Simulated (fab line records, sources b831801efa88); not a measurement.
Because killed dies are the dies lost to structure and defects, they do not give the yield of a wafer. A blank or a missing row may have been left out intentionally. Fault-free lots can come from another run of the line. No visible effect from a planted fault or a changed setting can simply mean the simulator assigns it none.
8D (eight disciplines) problem report, filled in by code	flow sky130	the parts of the form that need people (team, actions taken, sign-off) are left out

1. THE ISSUE
Mean of bias w at SKY_VIA3_ETCH_14: 77.42 W across 6 wafers in 2 lots; on wafers with no fault it is 99.98 W (standard deviation 0.29). That puts it -78 standard deviations away from the usual mean.
The step: etches BARC in N2/H2, stops on SiO2, time 45.9 s, target depth 60 nm.
Earliest sighting: wafer L617.3 on rie diel-02 at day 43 16:17. Wafers with a number at this step in the record: 18, from 6 lots. By rule, "out" or "out of limits" means more than 4 standard deviations away from the usual mean. Any other wafer with a number is counted as sound.

2. WHAT IT IS; WHAT IT IS NOT
question	is	is not
which readings at this step	bias w	drypump motor current A, oes product au, throttle valve pct
which lots	L617, L621	L604, L608, L626, L627
which wafers of those lots	all that have a number	-
read on which tools	rie diel-02	rie diel-01, rie diel-03
when	from day 43 16:17	up to then (6 sound wafers); but 6 sound wafers of L626, L627 came after

3. SUSPECTS, AND WHAT RULES EACH OUT
Counting: any tool at a process step up to the reading is kept as a suspect provided that every lot that is out went through it and no sound lot did after the first of them.
- cmp-01 at SKY_VIA3_CMP_02 (polishes SiO2): ruled out as a lasting fault. After its first lot that is out, L617 (day 42 16:20), sound lots L627 ran on it.
- rie diel-02 at SKY_VIA3_ETCH_14 (etches BARC in N2/H2, stops on SiO2, time 45.9 s, target depth 60 nm): kept. It ran every lot that is out, first L617 (day 43 16:17), and no sound lot after that; its last sound lot up to then is L608 (day 41 16:23). Out on those wafers are its own readings of bias w.
Remaining after the count: rie diel-02 at SKY_VIA3_ETCH_14.

4. THE CAUSE (what the simulator had put in)
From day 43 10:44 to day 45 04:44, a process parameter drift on rie diel-02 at SKY_VIA3_ETCH_14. A move of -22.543 in setting bias w, from 100. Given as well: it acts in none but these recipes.
The count eliminated every tool but this one.

5. THE EFFECT CHAIN, in route order
Each row: a reading where the mean over the struck wafers with a number is more than 3 standard deviations away from the usual. Only readings for which the record gives a usual standard deviation are gone through. hours: the time from each lot's start at the first step in this table that gives one to its start at this step, as a median over the lots. sigmas: the change in usual standard deviations.
hours	step	reading	usual	on struck wafers	change	sigmas
0	SKY_VIA3_ETCH_14	bias w	99.98 W	77.42	-22.56	-78
The process steps in it:
- SKY_VIA3_ETCH_14: etches BARC in N2/H2, stops on SiO2, time 45.9 s, target depth 60 nm.

6. WHAT WOULD HAVE CAUGHT IT SOONER
The fault began at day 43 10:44; the first out-of-limits reading in this record came at day 43 16:17, 6 hours later.
